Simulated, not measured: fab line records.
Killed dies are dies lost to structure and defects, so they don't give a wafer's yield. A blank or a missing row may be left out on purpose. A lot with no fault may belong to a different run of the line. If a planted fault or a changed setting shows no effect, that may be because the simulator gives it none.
Problem report in the 8D (eight disciplines) form, filled by code -- flow sky130 -- the parts of the form that need people (team, actions taken, sign-off) are left out

== 1. WHAT WENT WRONG ==
Mean of strip-time-to-endpoint-s at SKY_VT_ADJUST_PCH_STRIP_09: 31.26 s across 6 wafers in 2 lots; on wafers with no fault it is 36.94 s (standard deviation 0.088). That puts it -65 standard deviations away from the usual mean.
The step: strips in O2/N2.
Seen first at day 16 19:47 on plasma-asher-04, wafer L545.1. The record has a number at this step for 39 wafers belonging to 13 lots. The rule behind "out" and "out of limits": a value lying over 4 standard deviations away from the usual mean. Any other wafer with a number is counted as sound.

== 2. WHAT IT IS; WHAT IT IS NOT ==
question,is,is not
which readings at this step,"strip-time-to-endpoint-s, oes-product-au","chamber-pressure-mTorr, drypump-motor-current-A"
which lots,"L545, L546","L524, L526, L527, L530, L532, L533, L534, L537, L538, L541, L547"
which wafers of those lots,all that have a number,-
read on which tools,plasma-asher-04,"plasma-asher-02, plasma-asher-03"
when,from day 16 19:47,up to then (30 sound wafers); but 3 sound wafers of L547 came after

== 3. WHAT RULES OUT EACH SUSPECT ==
Counting: any tool at a process step up to the reading is kept as a suspect provided that every lot that is out went through it and no sound lot did after the first of them.
- plasma-asher-04 at SKY_VT_ADJUST_PCH_STRIP_09 (strips in O2/N2): kept. It ran every lot that is out, first L545 (day 16 19:47), and no sound lot after that; its last sound lot up to then is L541 (day 15 22:01). On those wafers its own readings are out: oes-product-au, strip-time-to-endpoint-s.
Left after counting: plasma-asher-04 at SKY_VT_ADJUST_PCH_STRIP_09.

== 4. THE CAUSE (what the simulator had put in) ==
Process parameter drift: plasma-asher-04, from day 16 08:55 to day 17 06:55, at SKY_VT_ADJUST_PCH_STRIP_09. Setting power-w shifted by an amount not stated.
This tool alone remained once counting was done.

== 5. THE CHAIN OF EFFECTS, in route order ==
Each row: a reading whose mean over the struck wafers that have a number lies more than 3 standard deviations from the usual. Only readings whose record carries a usual standard deviation are examined. hours: median over the lots of the time between each lot's start at the first step of this table that gives one and its start at this step. sigmas: the change, counted in usual standard deviations.
hours,step,reading,usual,on struck wafers,change,sigmas
0,SKY_VT_ADJUST_PCH_STRIP_09,oes-product-au,0.723 a.u.,0.812,+0.089,+22
0,SKY_VT_ADJUST_PCH_STRIP_09,strip-time-to-endpoint-s,36.94 s,31.26,-5.68,-65
The process steps in it:
- SKY_VT_ADJUST_PCH_STRIP_09: strips in O2/N2.
Later steps that measure or inspect, where all struck wafers having a row at the step show a number for every such reading and not one has moved that far: SKY_SONOS_TUNNEL_OVL_MEAS_08.

== 6. WHAT WOULD HAVE CAUGHT IT SOONER ==
First out-of-limits reading in this record: day 16 19:47, which is 11 hours after fault onset at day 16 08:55.
